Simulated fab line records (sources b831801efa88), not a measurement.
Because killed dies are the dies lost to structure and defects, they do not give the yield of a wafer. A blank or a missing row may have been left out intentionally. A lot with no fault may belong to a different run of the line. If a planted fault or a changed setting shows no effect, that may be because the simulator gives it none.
Which tool was responsible? ; flow gf180mcu ; 39 wafers from 13 lots sampled at 6 of the route's 602 steps

## WHAT EACH GAUGE READ, for each wafer
GF_HV_LDD_TW_MEAS_38. Usual: HV_LDD_3_TW gives 1427 (standard deviation 12).
lot;measured;on;HV_LDD_3_TW;flag
L829;day 11 16:12;film metro-02;1440 1436 1427;
L830;day 11 21:36;film metro-02;1449 1437 1442;
L831;day 12 09:46;film metro-03;1420 1423 1422;
L832;day 12 13:45;film metro-03;1420 1412 1420;
L833;day 12 23:08;film metro-03;1412 1421 1429;
L834;day 13 07:38;film metro-04;1422 1424 1429;
L835;day 13 15:11;film metro-03;1421 1423 1422;
L836;day 13 23:11;film metro-03;1420 1409 1424;
L838;day 14 14:44;film metro-03;1412 1415 1418;
L841;day 15 12:52;film metro-02;1437 1442 1444;
L843;day 16 04:44;film metro-02;1452 1450 1444;
L847;day 17 12:50;film metro-04;1429 1425 1420;
L852;day 19 02:46;film metro-04;1421 1430 1427;

GF_NSD_TW_MEAS_12. Usual: NSD_TW gives 4264 (standard deviation 35).
lot;measured;on;NSD_TW;flag
L829;day 13 13:23;film metro-04;4236 4222 4245;
L830;day 13 16:12;film metro-02;4313 4333 4315;
L831;day 14 06:28;film metro-02;4298 4276 4287;
L832;day 14 10:54;film metro-02;4311 4310 4296;
L833;day 14 20:06;film metro-02;4277 4250 4274;
L834;day 15 05:07;film metro-04;4242 4242 4237;
L835;day 15 12:14;film metro-02;4290 4283 4283;
L836;day 15 21:26;film metro-04;4254 4240 4234;
L838;day 16 12:52;film metro-04;4229 4239 4216;
L841;day 17 14:44;film metro-01;4307 4294 4295;
L843;day 18 04:45;film metro-02;4300 4275 4294;
L847;day 19 15:43;film metro-04;4233 4239 4251;
L852;day 21 07:02;film metro-02;4280 4295 4255;

GF_PSD_RS_MEAS_14: the measuring method here is four-point-probe. Usual: NSD_RS gives 45.77 ohm/sq (standard deviation 0.081).
lot;measured;on;NSD_RS (ohm/sq);flag
L829;day 14 10:37;film metro-02;45.74 45.88 45.80;
L830;day 14 14:06;film metro-04;45.65 45.76 45.78;
L831;day 15 04:11;film metro-02;45.75 45.69 45.76;
L832;day 15 08:23;film metro-04;45.68 45.69 45.80;
L833;day 15 17:12;film metro-01;45.80 45.76 45.86;
L834;day 16 03:50;film metro-04;45.71 45.72 45.78;
L835;day 16 10:31;film metro-04;45.82 45.86 45.78;
L836;day 16 20:49;film metro-02;45.78 45.84 45.84;
L838;day 17 11:26;film metro-04;45.81 45.83 45.69;
L841;day 18 14:58;film metro-01;45.67 45.84 45.66;
L843;day 19 05:28;film metro-02;39.57 39.50 39.59;OFF
L847;day 20 16:26;film metro-01;39.59 39.52 39.53;OFF
L852;day 22 07:40;film metro-02;45.76 45.73 45.73;

GF_PSD_RS_MEAS_15: the measuring method here is four-point-probe. Usual: PSD_RS gives 108.47 ohm/sq (standard deviation 0.29).
lot;measured;on;PSD_RS (ohm/sq);flag
L829;day 14 10:44;film metro-02;108.68 108.54 108.86;
L830;day 14 14:13;film metro-04;108.24 108.28 108.15;
L831;day 15 04:18;film metro-02;108.67 108.33 108.03;
L832;day 15 08:31;film metro-04;108.19 108.34 108.37;
L833;day 15 17:19;film metro-01;108.50 108.88 108.76;
L834;day 16 03:57;film metro-04;108.33 108.26 108.35;
L835;day 16 10:38;film metro-04;108.56 108.43 108.56;
L836;day 16 20:56;film metro-02;108.57 108.80 108.47;
L838;day 17 11:34;film metro-04;108.29 108.34 108.17;
L841;day 18 15:05;film metro-01;108.25 108.51 108.22;
L843;day 19 05:35;film metro-02;90.70 90.59 90.68;OFF
L847;day 20 16:34;film metro-01;90.35 90.53 90.21;OFF
L852;day 22 07:47;film metro-02;108.69 108.88 109.06;

GF_SALICIDE_THK_MEAS_05: measures by xrf. Usual: SALICIDE_TIN_THK gives 19.80 nm (standard deviation 0.21).
lot;measured;on;SALICIDE_TIN_THK (nm);flag
L829;day 15 08:11;film metro-04;19.62 19.77 19.68;
L830;day 15 11:47;film metro-04;19.45 19.86 19.70;
L831;day 16 02:31;film metro-01;20.07 20.21 19.94;
L832;day 16 06:48;film metro-03;19.85 19.89 19.84;
L833;day 16 16:37;film metro-03;19.90 20.02 20.27;
L834;day 17 03:05;film metro-03;19.99 19.94 19.93;
L835;day 17 10:26;film metro-03;20.09 19.97 20.12;
L836;day 17 19:49;film metro-03;19.59 19.69 19.55;
L838;day 18 10:58;film metro-04;20.01 19.96 19.84;
L841;day 19 16:02;film metro-01;20.26 20.21 19.97;
L843;day 20 06:50;film metro-04;19.97 20.01 20.09;
L847;day 21 17:41;film metro-01;19.84 19.62 19.84;
L852;day 23 07:28;film metro-01;19.56 19.47 19.53;

## WHAT TOOL EACH LOT RAN ON (gives the tool, then ch and the chambers of the sampled wafers, and finally the start)
lot;GF_PSD_RTA_13
L829;rtp anneal-02 ch 0, day 14 10:30
L830;rtp anneal-02 ch 0, day 14 14:01
L831;rtp anneal-02 ch 0, day 15 04:05
L832;rtp anneal-02 ch 0, day 15 08:18
L833;rtp anneal-02 ch 0, day 15 17:07
L834;rtp anneal-01 ch 0, day 16 03:44
L835;rtp anneal-02 ch 0, day 16 10:26
L836;rtp anneal-01 ch 0, day 16 20:44
L838;rtp anneal-02 ch 0, day 17 11:20
L841;rtp anneal-01 ch 0, day 18 14:53
L843;rtp anneal-02 ch 0, day 19 05:23
L847;rtp anneal-02 ch 0, day 20 16:21
L852;rtp anneal-01 ch 0, day 22 07:34
- GF_PSD_RTA_13: time 20 s.

## WHAT THE TOOLS THEMSELVES READ (means of the sampled wafers that have a number; where no wafer has one, the mark that the record gives instead)
GF_PSD_RTA_13. Usual: lamp power pct 32.3 %, standard deviation 0.79; wafer_temp_C_max 1028.4, standard deviation 0.72.
lot;tool;lamp power pct (%);wafer_temp_C_max;flag
L829;rtp anneal-02;31.6;1028.6;
L830;rtp anneal-02;31.6;1028.8;
L831;rtp anneal-02;31.6;1028.1;
L832;rtp anneal-02;31.6;1028.6;
L833;rtp anneal-02;31.6;1028.0;
L834;rtp anneal-01;33.2;1028.4;
L835;rtp anneal-02;31.6;1027.9;
L836;rtp anneal-01;33.2;1028.2;
L838;rtp anneal-02;31.6;1028.8;
L841;rtp anneal-01;33.1;1028.3;
L843;rtp anneal-02;35.3;1070.5;OFF
L847;rtp anneal-02;35.3;1071.0;OFF
L852;rtp anneal-01;33.2;1028.4;

## THE ANSWER, worked out from the rows above alone
Rule: a lot counts as off when the mean over its wafers that have a number is more than 3 standard deviations away from the usual mean. A lot without any number at a reading at which 4 lots or more have one is off too. Any other lot the step has rows for is counted as sound. Order of review: gauges by route order, followed by the tools' own readings, for which a lot's mean as printed above is used. The first step at which some lot is off is used, and at that step the reading that is off furthest; a lot without a number counts as furthest.
Off: L843, L847, at GF_PSD_RS_MEAS_14 (NSD_RS).
A tool fits if, at a process step before that reading, it ran every lot that is off, and no sound lot after the first of them. Not tried: the gauges at GF_PSD_RS_MEAS_14; whatever is off there is also off at GF_PSD_RTA_13, on other tools, and gauge error can't account for it. One fits: GF_PSD_RTA_13 on rtp anneal-02. A fault onset in the window from L838 (day 17 11:20, its last sound lot) to L843 (day 19 05:23, its first lot off) fits.
The tool's own readings at GF_PSD_RTA_13 bear it out: on the lots that are off they differ by more than 5 times the standard deviation of the sound lots' means. wafer_temp_C_max reads 1070.8 there against 1028.4 on the sound lots.

## WHAT WAS PUT IN BY THE SIMULATOR
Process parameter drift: rtp anneal-02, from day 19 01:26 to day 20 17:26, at GF_PSD_RTA_13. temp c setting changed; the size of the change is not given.
Shown lots that were struck: L843, L847. The rule above reached the same finding.
